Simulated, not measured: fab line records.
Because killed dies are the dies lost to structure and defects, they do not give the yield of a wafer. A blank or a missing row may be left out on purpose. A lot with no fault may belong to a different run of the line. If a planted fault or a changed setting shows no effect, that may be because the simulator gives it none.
Code-filled problem report in 8D (eight disciplines) form :: flow sky130 :: the parts of the form that need people (team, actions taken, sign-off) are left out

## 1. THE ISSUE
developer-temp-C at SKY_VT_ADJUST_NCORE_DEVELOP_06 reads a mean of 23.70 C on 6 wafers of 2 lots; wafers without a fault read 23.01 C with a standard deviation of 0.11. That puts it +6.2 standard deviations away from the usual mean.
The step: develop time 60 s.
Seen first at day 12 04:42 on litho-track-02, wafer L659.1. Wafers with a number at this step in the record: 39, from 13 lots. Rule for "out" (also "out of limits"): further than 4 standard deviations from the usual mean. All remaining wafers that have a number are taken as sound.

## 2. WHAT IT IS AND WHAT IT IS NOT
question: which readings at this step
is: developer-temp-C
is not: exhaust-pa

question: which lots
is: L659, L660
is not: L647, L648, L649, L650, L653, L662, L663, L664, L665, L667, L670

question: which wafers of those lots
is: all that have a number
is not: -

question: read on which tools
is: litho-track-02
is not: litho-track-01, litho-track-04

question: when
is: from day 12 04:42
is not: up to then (15 sound wafers); but 18 sound wafers of L662, L663, L664, L665, L667, L670 came after

## 3. SUSPECTS, AND WHAT RULES EACH OUT
Counting: a tool at a process step up to the reading stays a suspect if it ran every lot that is out and no sound lot after the first of them.
- litho-track-02 at SKY_VT_ADJUST_NCORE_DEVELOP_06 (develop time 60 s): kept. It ran every lot that is out, first L659 (day 12 04:42), and no sound lot after that; its last sound lot up to then is L648 (day 8 22:20). On those wafers its own readings are out: developer-temp-C.
Remaining after the count: litho-track-02 at SKY_VT_ADJUST_NCORE_DEVELOP_06.

## 4. THE CAUSE (what the simulator had put in)
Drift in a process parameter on litho-track-02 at SKY_VT_ADJUST_NCORE_DEVELOP_06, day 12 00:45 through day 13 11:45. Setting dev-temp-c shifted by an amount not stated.
This tool alone remained once counting was done.

## 5. THE EFFECT CHAIN, in route order
Each row: a reading whose mean over the struck wafers that have a number lies more than 3 standard deviations from the usual. Scope: only readings with a usual standard deviation given in the record; hours: median across lots of the time from each lot's start at the first step in this table that gives one to its start at this step; sigmas: change in usual standard deviations.
hours: 0
step: SKY_VT_ADJUST_NCORE_DEVELOP_06
reading: developer-temp-C
usual: 23.01 C
on struck wafers: 23.70
change: +0.68
sigmas: +6.2
Process steps it contains:
- SKY_VT_ADJUST_NCORE_DEVELOP_06: develop time 60 s.
Later measuring or inspecting steps at which every struck wafer that the step has a row for has a number for every such reading, and none has moved that far: SKY_VT_ADJUST_NCORE_OVL_MEAS_08.

## 6. WHAT WOULD HAVE CAUGHT IT SOONER
First out-of-limits reading in this record: day 12 04:42, which is 4 hours after fault onset at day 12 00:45.
